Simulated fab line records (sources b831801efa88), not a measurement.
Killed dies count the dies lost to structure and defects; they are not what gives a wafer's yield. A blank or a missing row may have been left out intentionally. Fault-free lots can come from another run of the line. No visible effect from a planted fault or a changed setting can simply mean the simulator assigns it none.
Which of the tools did it? || flow sky130 || route of 708 steps, sampled at 1 step: 6 lots, 18 wafers

== WHAT THE GAUGES READ, wafer by wafer ==
SKY_SONOS_ONO_CD_MEAS_13: target cd 410 nm.
{"lot": "L535", "measured": "day 13 01:17", "on": "cdSem-02", "cdNm (nm)": "406.3 406.2 408.2"}
{"lot": "L539", "measured": "day 14 08:40", "on": "cdSem-02", "cdNm (nm)": "409.1 407.7 409.9"}
{"lot": "L541", "measured": "day 14 23:40", "on": "cdSem-01", "cdNm (nm)": "406.9 410.5 409.7"}
{"lot": "L546", "measured": "day 16 20:13", "on": "cdSem-02", "cdNm (nm)": "409.9 407.9 405.5"}
{"lot": "L550", "measured": "day 18 04:01", "on": "cdSem-01", "cdNm (nm)": "411.2 411.3 412.2"}
{"lot": "L556", "measured": "day 20 08:00", "on": "cdSem-01", "cdNm (nm)": "412.9 411.3 411.8"}

== EACH LOT AND THE TOOL THAT RAN IT (in order: tool; ch and the chambers of the sampled wafers; start) ==
The record shows no process step preceding these readings.

== THE ANSWER, worked out from the rows above alone ==
Rule: usual is defined by the lots themselves. The widest of any qualifying gaps counts: lots, ordered by their means at a reading, are off when they make up no more than a third of the lots, leave a main group of 4 or more, and stand apart from it by 3 or more times the standard deviation of that group's means. Not used: any main group whose means are identical at the precision the tables above print for the reading. Also off: a lot with no number at a reading for which 4 or more lots have one. All remaining lots with rows at the step are treated as sound.
Across all readings shown, no lot is off: no conclusion can be drawn from this.

== WHAT THE SIMULATOR HAD INSERTED ==
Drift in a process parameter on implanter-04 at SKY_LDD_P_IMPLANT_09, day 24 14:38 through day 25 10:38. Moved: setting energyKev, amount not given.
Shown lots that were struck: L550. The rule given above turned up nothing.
